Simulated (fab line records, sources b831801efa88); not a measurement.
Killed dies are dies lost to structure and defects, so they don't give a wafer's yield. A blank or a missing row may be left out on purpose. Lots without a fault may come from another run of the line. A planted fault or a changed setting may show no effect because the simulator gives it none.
Chamber matching | flow gf180mcu | GF_V2_CMP_04 on cmp-01: 4 sister chambers
The step polishes SiO2. 4 wafers are shown with their chamber, then 7 later ones without.

WAFERS WITH THEIR CHAMBER
wafer  | chamber | motor_current_A (A)
L886.5 | 2       | 12.7
L886.6 | 1       | 11.7
L889.4 | 0       | 13.8
L889.5 | 3       | 11.6

WAFERS WITHOUT THEIR CHAMBER
wafer  | motor_current_A (A)
L889.6 | 14.1
L891.3 | 13.6
L891.4 | 10.8
L891.5 | 10.9
L899.1 | 11.0
L899.2 | 14.1
L899.3 | 12.3

WHICH CHAMBER EACH WENT THROUGH
wafer  | from the rows above          | in truth
L889.6 | 0                            | 0
L891.3 | can't be placed: 0 or 2      | 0
L891.4 | can't be placed: 3 or 1      | 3
L891.5 | can't be placed: 3 or 1      | 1
L899.1 | can't be placed: 3 or 1      | 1
L899.2 | 0                            | 0
L899.3 | can't be placed: 2 or 1 or 3 | 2
Placed correctly: 2 of 7. Can't be placed from these rows: 5 (the true chamber is among the candidates in 5). Placed wrongly: 0.
How it was worked out, from the rows above alone: a wafer's distance from a chamber is the root of the sum, over the readings, of the square of ((its reading less the chamber's mean) divided by the reading's scatter). The wafer belongs to the nearest chamber; if the next one is less than 2 further off, it can't be placed. A chamber's mean is the mean of its shown wafers. The scatter: with one shown wafer a chamber, the root of the mean of the squares of how far each hidden wafer lies from its nearest shown one.
